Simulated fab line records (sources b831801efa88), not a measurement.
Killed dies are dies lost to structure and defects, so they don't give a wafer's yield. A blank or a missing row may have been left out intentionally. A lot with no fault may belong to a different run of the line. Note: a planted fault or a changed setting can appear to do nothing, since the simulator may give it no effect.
fab line records	flow sky130
record lots=14	wafers=42	last-day=50
route steps=708 shown SD_N@358 LOCAL_INTERCONNECT@389 PAD_OPEN@708
lots that met no fault: from a run of the same line without faults
start-h: start of the lot's first displayed wafer, in hours after the record's first day	wait-h: time in hours since the lot's previous step	" same as the row above	L1.1+2: a row that stands for several wafers	- no value present, or no start provided	* or withheld: withheld	< > ~ a bound
route shown NAME@n: names a module that has steps shown in the file, with the first one's number in the route	usual: mean and standard deviation over wafers with no fault	same: alike in all rows	chamber/n: place in a boat	sites: the reading at each site	_std_site: standard deviation across them	_edge_site: the outer-site mean with the inner-site mean subtracted	radius-mm: for every site, how far away it sits from the centre of the wafer	mask NAME#n: copy n	behind: tool/chamber where the wafer was last shaped	hold: why the lot was held/for how many hours/how that ended	device: the transistor (n, p or np) that didn't switch	end of line: the route-end tests of the same wafers	a step with no rows: only its recipe	killed: count of dies lost to structure and defects at first sort (not the wafer's yield)	map: a wafer's dies, x killed, . not, _ none there
set.NAME: the setting the step ran with; set.NAME@STEP: the setting that earlier step ran with	model.NAME: the simulator's own value behind a step, which no gauge read
route steps across a sampled set of lots; one table per step, one row per wafer
services: when a tool's chamber went out of use (start-h, in hours from the record's first day, below 0 if earlier), for how many hours, and the reason
## steps
# step SKY_SD_N_RS_MEAS_16
# recipe thk-meas-gauge=four-point-probe
# usual SD_N_RS=68.56/0.12
lot.wafer	tool	chamber	start-h	wait-h	SD_N_RS[ohm/sq]
L378.2	film-metro-03	-	640.74	0.1	68.73
L378.3	"	-	"	"	68.59
L378.5	"	-	"	"	68.65
L380.1	film-metro-01	-	665.96	0.1	68.72
L380.2	"	-	"	"	68.70
L380.4	"	-	"	"	68.63
L382.1	film-metro-02	-	674.48	0.1	68.78
L382.2	"	-	"	"	68.62
L382.5	"	-	"	"	68.70
L383.1	film-metro-02	-	689.76	0.1	68.38
L383.4	"	-	"	"	68.67
L383.6	"	-	"	"	68.53
L385.2	film-metro-02	-	708.69	0.1	68.67
L385.4	"	-	"	"	68.55
L385.5	"	-	"	"	68.51
L387.2	film-metro-03	-	727.30	0.1	68.40
L387.4	"	-	"	"	68.46
L387.6	"	-	"	"	68.50
L392.1	film-metro-01	-	763.99	0.1	68.85
L392.4	"	-	"	"	68.77
L392.6	"	-	"	"	68.70
L393.1	film-metro-03	-	767.32	0.1	68.52
L393.2	"	-	"	"	68.60
L393.3	"	-	"	"	68.44
L394.1	film-metro-02	-	778.54	0.1	68.56
L394.4	"	-	"	"	68.73
L394.6	"	-	"	"	68.73
L396.1	film-metro-03	-	787.62	0.1	68.26
L396.3	"	-	"	"	68.52
L396.6	"	-	"	"	68.31
L395.1	film-metro-03	-	792.11	0.1	68.59
L395.2	"	-	"	"	68.65
L395.6	"	-	"	"	68.65
L397.1	film-metro-02	-	807.92	0.1	68.44
L397.3	"	-	"	"	68.28
L397.6	"	-	"	"	68.35
L400.2	film-metro-03	-	824.58	0.1	68.64
L400.5	"	-	"	"	68.39
L400.6	"	-	"	"	68.51
L401.2	film-metro-03	-	828.03	0.1	68.34
L401.3	"	-	"	"	68.67
L401.4	"	-	"	"	68.47
# step SKY_LOCAL_INTERCONNECT_THK_MEAS_02
# recipe thk-meas-gauge=xrf	reads=TiN_of_LOCAL_INTERCONNECT_SPUTTER_00
# usual LOCAL_INTERCONNECT_TIN_THK=99.5/1.2
lot.wafer	tool	chamber	start-h	wait-h	LOCAL_INTERCONNECT_TIN_THK[nm]
L378.2	film-metro-04	-	672.30	0.1	97.7
L378.3	"	-	"	"	99.3
L378.5	"	-	"	"	98.6
L380.1	film-metro-04	-	696.42	0.1	100.8
L380.2	"	-	"	"	100.7
L380.4	"	-	"	"	101.0
L382.1	film-metro-04	-	705.08	0.1	99.7
L382.2	"	-	"	"	100.3
L382.5	"	-	"	"	98.2
L383.1	film-metro-03	-	720.15	0.1	99.0
L383.4	"	-	"	"	99.6
L383.6	"	-	"	"	101.2
L385.2	film-metro-01	-	738.25	0.1	99.0
L385.4	"	-	"	"	100.0
L385.5	"	-	"	"	99.1
L387.2	film-metro-03	-	756.97	0.1	99.5
L387.4	"	-	"	"	99.3
L387.6	"	-	"	"	98.8
L392.1	film-metro-03	-	793.41	0.1	101.8
L392.4	"	-	"	"	100.8
L392.6	"	-	"	"	101.7
L393.1	film-metro-03	-	796.19	0.1	97.8
L393.2	"	-	"	"	100.0
L393.3	"	-	"	"	97.6
L394.1	film-metro-03	-	806.96	0.1	100.2
L394.4	"	-	"	"	100.1
L394.6	"	-	"	"	98.7
L396.1	film-metro-04	-	816.26	0.1	101.3
L396.3	"	-	"	"	100.3
L396.6	"	-	"	"	100.6
L395.1	film-metro-04	-	820.74	0.1	99.8
L395.2	"	-	"	"	100.2
L395.6	"	-	"	"	101.1
L397.1	film-metro-01	-	837.21	0.1	101.7
L397.3	"	-	"	"	99.8
L397.6	"	-	"	"	99.0
L400.2	film-metro-04	-	853.87	0.1	102.0
L400.5	"	-	"	"	99.6
L400.6	"	-	"	"	101.1
L401.2	film-metro-03	-	857.74	0.1	97.8
L401.3	"	-	"	"	99.6
L401.4	"	-	"	"	97.4
# step SKY_LOCAL_INTERCONNECT_OVL_MEAS_12
# usual LOCAL_INTERCONNECT_OVL=0/5.5
lot.wafer	tool	chamber	start-h	wait-h	LOCAL_INTERCONNECT_OVL[nm]
L378.2	overlay-01	-	701.05	0.1	-4
L378.3	"	-	"	"	-9
L378.5	"	-	"	"	-1
L380.1	overlay-02	-	723.94	0.1	0
L380.2	"	-	"	"	3
L380.4	"	-	"	"	1
L382.1	overlay-02	-	732.21	0.1	3
L382.2	"	-	"	"	-6
L382.5	"	-	"	"	-5
L383.1	overlay-02	-	747.76	0.1	-2
L383.4	"	-	"	"	2
L383.6	"	-	"	"	-5
L385.2	overlay-02	-	765.35	0.1	2
L385.4	"	-	"	"	3
L385.5	"	-	"	"	7
L387.2	overlay-02	-	784.41	0.1	-8
L387.4	"	-	"	"	0
L387.6	"	-	"	"	2
L392.1	overlay-01	-	819.64	0.1	-5
L392.4	"	-	"	"	-6
L392.6	"	-	"	"	-5
L393.1	overlay-01	-	822.70	0.1	-3
L393.2	"	-	"	"	-7
L393.3	"	-	"	"	-2
L394.1	overlay-01	-	833.16	0.1	-8
L394.4	"	-	"	"	0
L394.6	"	-	"	"	-6
L396.1	overlay-02	-	842.64	0.1	-3
L396.3	"	-	"	"	-4
L396.6	"	-	"	"	-3
L395.1	overlay-02	-	847.55	0.1	-9
L395.2	"	-	"	"	0
L395.6	"	-	"	"	2
L397.1	overlay-01	-	863.44	0.1	2
L397.3	"	-	"	"	3
L397.6	"	-	"	"	2
L400.2	overlay-01	-	880.15	0.1	-3
L400.5	"	-	"	"	-6
L400.6	"	-	"	"	-5
L401.2	overlay-01	-	883.95	0.1	-11
L401.3	"	-	"	"	-6
L401.4	"	-	"	"	-15
# step SKY_LOCAL_INTERCONNECT_STRIP_16
# recipe chemistry=post-etch-residue-remover	time-s=1200	temp-c=72.5
# usual bath-guard-temp-C=72.1/0.57	bath-heat-duty-pct=14.4/1.8	time-s=1200/0
lot.wafer	tool	chamber	start-h	wait-h	bath-guard-temp-C	bath-heat-duty-pct	time-s
L378.2	wet-bench-04	2	701.29	0.1	71.5	13.0	1200
L378.3	"	2	"	"	71.5	14.0	1200
L378.5	"	2	"	"	71.4	14.9	1200
L380.1	wet-bench-04	2	724.20	0.1	72.0	14.8	1200
L380.2	"	2	"	"	71.1	15.0	1200
L380.4	"	2	"	"	71.7	13.8	1200
L382.1	wet-bench-04	1	732.46	0.1	-	-	-
L382.2	"	1	"	"	-	-	-
L382.5	"	1	"	"	-	-	-
L383.1	wet-bench-04	1	748.01	0.1	-	-	-
L383.4	"	1	"	"	-	-	-
L383.6	"	1	"	"	-	-	-
L385.2	wet-bench-01	1	765.59	0.1	73.3	18.8	1200
L385.4	"	1	"	"	73.3	19.4	1200
L385.5	"	1	"	"	73.2	17.4	1200
L387.2	wet-bench-04	3	784.66	0.1	72.1	16.0	1200
L387.4	"	3	"	"	72.1	14.1	1200
L387.6	"	3	"	"	72.4	14.8	1200
L392.1	wet-bench-01	2	820.01	0.1	72.4	11.1	1200
L392.4	"	2	"	"	72.3	12.9	1200
L392.6	"	2	"	"	72.1	14.3	1200
L393.1	wet-bench-04	3	822.95	0.1	72.1	15.5	1200
L393.2	"	3	"	"	72.1	14.9	1200
L393.3	"	3	"	"	72.1	14.7	1200
L394.1	wet-bench-02	3	833.41	0.1	72.4	17.6	1200
L394.4	"	3	"	"	72.5	17.4	1200
L394.6	"	3	"	"	72.5	18.3	1200
L396.1	wet-bench-04	0	842.89	0.1	71.5	14.4	1200
L396.3	"	0	"	"	71.6	12.7	1200
L396.6	"	0	"	"	71.5	12.5	1200
L395.1	wet-bench-04	0	847.80	0.1	71.5	13.9	1200
L395.2	"	0	"	"	71.5	13.4	1200
L395.6	"	0	"	"	71.5	14.2	1200
L397.1	wet-bench-02	1	863.69	0.1	72.0	12.1	1200
L397.3	"	1	"	"	72.2	14.1	1200
L397.6	"	1	"	"	72.1	14.1	1200
L400.2	wet-bench-04	3	880.51	0.1	72.1	14.3	1200
L400.5	"	3	"	"	72.0	14.3	1200
L400.6	"	3	"	"	71.7	14.1	1200
L401.2	wet-bench-04	3	884.31	0.1	72.0	16.0	1200
L401.3	"	3	"	"	72.2	15.3	1200
L401.4	"	3	"	"	72.4	14.6	1200
# step SKY_PAD_OPEN_PROBE_99
# usual killed_at_M0_to_M3=44/7.3	killed_at_M4_up=3.5/1.8	killed-at-contacts=24/5.8	killed-at-front-end=16/4.3	killed-at-other=0.5/0.68	killed-dies=88/9.4	killed-open=48/6.8	killed-short=40/6.1
# same gross-dies=492	killed-at-back-side=0
lot.wafer	tool	chamber	start-h	wait-h	killed_at_M0_to_M3	killed_at_M4_up	killed-at-contacts	killed-at-front-end	killed-at-other	killed-dies	killed-open	killed-short
L382.5	prober-02	-	1097.03	0.2	33	2	31	13	1	80	44	34
# killed by level:class
L382.5 CONTACT:geometric-particle:open=12 VIA1:geometric-particle:open=6 VIA3:geometric-particle:open=6 LI_CONTACT:geometric-particle:short=5 LI_CONTACT:geometric-particle:open=5 METAL2:geometric-particle:short=5 FIELD_ISO:geometric-particle:open=4 LOCAL_INTERCONNECT:geometric-particle:short=4
## services
tool	chamber	start-h	hours	kind
wet-bench-01	-	703.66	1.4	repair
wet-bench-04	-	751.30	1.9	pm
wet-bench-02	-	783.03	1.1	repair
wet-bench-01	-	788.89	1.7	repair
wet-bench-02	-	873.65	3.7	repair
## key
first-sign step=SKY_LOCAL_INTERCONNECT_STRIP_16	reading=tool-record	direction=missing
effect none on later readings
met-at SKY_LOCAL_INTERCONNECT_STRIP_16
struck-lots L382,L383
tester-left-out L382,L383
not-acting-at SKY_SD_N_RS_MEAS_16,SKY_LOCAL_INTERCONNECT_THK_MEAS_02,SKY_LOCAL_INTERCONNECT_OVL_MEAS_12
onset-between 724.20 732.46
fault kind=skipped-step-whole	tool=wet-bench-04	chamber=-	onset-h=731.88	steps=SKY_LOCAL_INTERCONNECT_STRIP_16	scope=struck-lots-only
# tester-left-out: of these lots the tester's yield and bins aren't shown, on N5 and GAA mostly nor the transistor test; their killed dies are dies lost to structure and defects alone, not to doping, threshold or leakage, so they don't give the yield
